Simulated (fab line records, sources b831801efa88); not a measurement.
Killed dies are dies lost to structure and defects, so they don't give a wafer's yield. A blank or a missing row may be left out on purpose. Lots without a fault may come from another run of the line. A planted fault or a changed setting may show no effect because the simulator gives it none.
A struck lot beside a sound one | flow sky130 | 14 steps out of a route of 708
Sound: wafers L386.1, L386.2, L386.3. Struck: wafers L382.4, L382.5, L382.6. The cause comes at the end.
At each step with rows: each side's tool, then ch and its chambers, then its first start. Under that, the readings that differ: sound wafers | struck wafers | difference of the means | sigmas: that difference in standard deviations of wafers without a fault.
alike: readings whose means differ by less than 2 such deviations, and words and numbers that are the same on both sides. not compared: withheld readings, readings that some wafer has no value for, bounds like >300 that may hide the same value, and numbers for which the record gives no deviation and whose values overlap.
The two part at a step that has a row with sigmas, a row that says differs or no value, or rows on one side only. Numbers that don't overlap but have no deviation are shown without sigmas and don't part them. A reading that every wafer of one side lacks parts them only if that side has two wafers or more.

SKY_VIA1_OVL_MEAS_13:
  sound on overlay-01, day 40 08:16; struck on overlay-02, day 39 10:20
  alike: VIA1_OVL
SKY_VIA1_ETCH_14: etches BARC in N2/H2, stops on SiO2, time 45.9 s, target depth 60 nm.
  sound on rie_diel-01 ch 0,1,3, day 40 08:18; struck on rie_diel-01 ch 0,3, day 39 10:21
  alike: drypump_motor_current_A, oes_product_au, throttle_valve_pct
  not compared: rf_hours_counter_h
SKY_VIA1_ETCH_15: etches SiO2 in C4F8/O2/Ar, stops on TiN, target depth 351 nm, time 54 s.
  sound on rie_diel-01 ch 0,1,3, day 40 08:20; struck on rie_diel-01 ch 0,3, day 39 10:23
  alike: oes_product_au
  not compared: rf_hours_counter_h
then, 4 steps without rows for these wafers: SKY_VIA1_STRIP_16 (strips in O2/N2); SKY_VIA1_STRIP_17 (strips in post etch residue remover, time 1200 s); SKY_VIA1_CLEAN_18 (cleans in IPA, time 180 s); SKY_VIA1_CLEAN_19 (cleans in O3/DIW).
SKY_VIA1_SPUTTER_20: material TiN, target thk 20 nm, time 80 s.
  sound on pvd_sputter-03, day 40 09:01; struck on pvd_sputter-02, day 39 11:07
  alike: cathode_dc_power_W, chamber_pressure_pa, throttle_valve_pct
SKY_VIA1_CVD_21: deposits W, target thk 270 nm, time 80.902 s.
  sound on cvd_w-01 ch 0,1, day 40 09:05; struck on cvd_w-02 ch 0,1, day 39 11:13
  alike: heater_power_w
SKY_VIA1_RS_MEAS_22: measures by four-point-probe.
  sound on film_metro-04, day 40 09:10; struck on film_metro-03, day 39 11:22
  alike: VIA1_W_RS
SKY_VIA1_THK_MEAS_23: measures by xrf.
  sound on film_metro-04, day 40 09:17; struck on film_metro-03, day 39 11:27
  alike: VIA1_W_THK
then, 1 step without rows for these wafers: SKY_VIA1_CMP_24 (polishes, stops on SiO2, t overpolish 15 s, target thk 0 nm).
SKY_METAL2_SPUTTER_00: material Ti, target thk 15 nm, time 10 s.
  sound on pvd_sputter-04, day 40 09:39; struck on pvd_sputter-01, day 39 12:14
  no value came back on the struck wafers for cathode_dc_power_W (W), chamber_pressure_pa (Pa), throttle_valve_pct (%); on the sound wafers cathode_dc_power_W (W) reads 3000.7 2999.0 3000.0
SKY_METAL2_SPUTTER_01: material TiN, target thk 20 nm, time 16.7 s.
  sound on pvd_sputter-04, day 40 09:40; struck on pvd_sputter-01, day 39 12:16
  alike: cathode_dc_power_W, chamber_pressure_pa, throttle_valve_pct

WHERE THEY PART
Only at SKY_METAL2_SPUTTER_00, within this record. Later steps at which nothing parts them and some readings are alike: SKY_METAL2_SPUTTER_01.

WHY: what the simulator had put in
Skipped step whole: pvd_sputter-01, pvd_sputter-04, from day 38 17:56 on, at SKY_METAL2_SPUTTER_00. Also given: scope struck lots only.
